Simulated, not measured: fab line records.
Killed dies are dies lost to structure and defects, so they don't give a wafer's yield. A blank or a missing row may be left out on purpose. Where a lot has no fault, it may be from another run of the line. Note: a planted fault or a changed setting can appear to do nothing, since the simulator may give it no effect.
Code-filled problem report in 8D (eight disciplines) form -- flow gf180mcu -- the parts of the form that need people (team, actions taken, sign-off) are left out

== 1. PROBLEM STATEMENT ==
Across 6 wafers from 2 lots, HV_LDD_2_TW at GF_HV_LDD_TW_MEAS_23 averages 958, while fault-free wafers read 1062 with a standard deviation of 16. That puts it -6.5 standard deviations away from the usual mean.
Seen first at day 15 05:52 on film-metro-01, wafer L529.2. Wafers with a number at this step in the record: 39, from 13 lots. The rule behind "out" and "out of limits": a value lying over 4 standard deviations away from the usual mean. Any other wafer with a number is counted as sound.

== 2. WHAT IT IS AND WHAT IT IS NOT ==
question,is,is not
which readings at this step,HV_LDD_2_TW,-
which lots,"L529, L530","L517, L519, L520, L524, L525, L526, L532, L533, L534, L537, L539"
which wafers of those lots,all that have a number,-
read on which gauges,film-metro-01,"film-metro-03, film-metro-04"
when,from day 15 05:52,"up to then (18 sound wafers); but 15 sound wafers of L532, L533, L534, L537, L539 came after"

== 3. SUSPECTS, AND WHAT RULES EACH OUT ==
Counting: a tool at a process step up to the reading stays a suspect if it ran every lot that is out and no sound lot after the first of them.
- the gauge at GF_HV_LDD_TW_MEAS_23 is ruled out. All the wafers that are out were read on film-metro-01, but those of them that GF_HV_LDD_IMPLANT_21 has rows for are out there too, on other tools.
- implanter-02 at GF_HV_LDD_IMPLANT_21: kept. It processed each lot that is out, first L529 at day 15 05:38, and no sound lot thereafter; up to then, the last sound lot it processed was L526 at day 13 20:10. Its own readings are out on those wafers: dose-ions-cm2, faraday-current-uA.
The count leaves implanter-02 at GF_HV_LDD_IMPLANT_21.

== 4. THE CAUSE (what the simulator had put in) ==
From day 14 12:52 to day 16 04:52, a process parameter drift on implanter-02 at GF_HV_LDD_IMPLANT_21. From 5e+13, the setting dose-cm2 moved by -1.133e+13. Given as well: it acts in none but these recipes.
This tool alone remained once counting was done.

== 5. THE CHAIN OF EFFECTS, in route order ==
Rows list readings where the struck wafers' mean (over those with a number) sits beyond 3 standard deviations from the usual. Only readings whose record carries a usual standard deviation are examined. hours: median over the lots of the time between each lot's start at the first step of this table that gives one and its start at this step. sigmas: the change, counted in usual standard deviations.
hours,step,reading,usual,on struck wafers,change,sigmas
0,GF_HV_LDD_IMPLANT_21,dose-ions-cm2,5e+13,4e+13,-1e+13,-99 or more
0,GF_HV_LDD_IMPLANT_21,faraday-current-uA,281,215,-66,-12
0,GF_HV_LDD_TW_MEAS_23,HV_LDD_2_TW,1062,958,-104,-6.5
Process steps it contains:
- GF_HV_LDD_IMPLANT_21

== 6. WHAT WOULD HAVE CAUGHT IT SOONER ==
In this record the first reading out of limits at a measuring or inspecting step was taken at day 15 05:52, 17 hours after the fault began at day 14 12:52.
At GF_HV_LDD_IMPLANT_21, the tool's own readings (dose-ions-cm2, faraday-current-uA) were out on each struck wafer the step has a row for, so an alarm limit on them would have fired on the first such wafer.
L530, from the lots that are out (2), started GF_HV_LDD_IMPLANT_21 on implanter-02 later than day 15 05:52. It would have been spared by a hold on the tool at that moment.
